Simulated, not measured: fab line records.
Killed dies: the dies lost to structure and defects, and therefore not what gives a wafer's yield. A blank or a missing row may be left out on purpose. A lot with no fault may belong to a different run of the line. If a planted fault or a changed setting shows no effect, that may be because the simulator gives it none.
One fault through the eyes of 2 desks / flow sfqLine / only its own numbers are on each desk; what lay behind them is given at the end

THE TOOL OWNER'S DESK: lithoTrack-01
The tool's own readings at SFQ_TRILAYER_I5_LITHO_PEB_147 (peb time 60 s): means of the sampled wafers that have a number, for each lot that ran on this tool. A lot is out of limits, marked OUT, if its mean lies more than 4 standard deviations from the usual mean; the brackets give that distance.
Columns: A = exhaustPa at SFQ_TRILAYER_I5_LITHO_PEB_147, usual 45.1 Pa; B = heaterPowerTotalW at SFQ_TRILAYER_I5_LITHO_PEB_147, usual 79.15 W
lot=L322; first seen here=day 52 14:33; A=43.8; B=79.18
lot=L333; first seen here=day 56 17:21; A=43.6; B=79.49 (+5.6) OUT
lot=L334; first seen here=day 56 20:55; A=46.2; B=79.48 (+5.4) OUT
This desk's verdict: out of limits on L333, L334, starting with L333 at day 56 17:21 (heaterPowerTotalW at SFQ_TRILAYER_I5_LITHO_PEB_147). L322: within limits.

METROLOGY DESK
Means of the sampled wafers that have a number, per lot and without regard to the tool the lot ran on: this is what the gauges read. A lot is out of limits, marked OUT, if its mean lies more than 4 standard deviations from the usual mean; the brackets give that distance.
Columns: A = R5_OVL at SFQ_R5_OVL_MEAS_935, usual 2 nm; B = I5_OVL at SFQ_I5_OVL_MEAS_936, usual 1 nm
lot=L322; first seen here=day 50 03:35; A=6; B=6
lot=L323; first seen here=day 50 15:34; A=2; B=-4
lot=L333; first seen here=day 55 04:15; A=1; B=-4
lot=L334; first seen here=day 55 09:01; A=1; B=5
lot=L341; first seen here=day 57 08:34; A=0; B=-0
lot=L344; first seen here=day 57 19:22; A=6; B=2
This desk found nothing out of limits on any of the 6 lots.

ALL TOGETHER
An alarm could have come from the tool owner's desk at day 56 17:21, on L333, L334.
The metrology desk saw nothing out of limits.
The metrology desk has L333, L334 on record, within its limits.
SFQ_TRILAYER_I5_LITHO_PEB_147 was run on lithoTrack-01 by each of the lots named.

WHAT THE SIMULATOR HAD INSERTED
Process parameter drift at SFQ_TRILAYER_I5_LITHO_PEB_147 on lithoTrack-01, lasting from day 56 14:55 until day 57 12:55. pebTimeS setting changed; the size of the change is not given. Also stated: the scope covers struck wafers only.
Lots struck among those shown: L333, L334.
How many hours passed from the start of the fault until each desk's first out-of-limits reading: the tool owner's desk, 2.
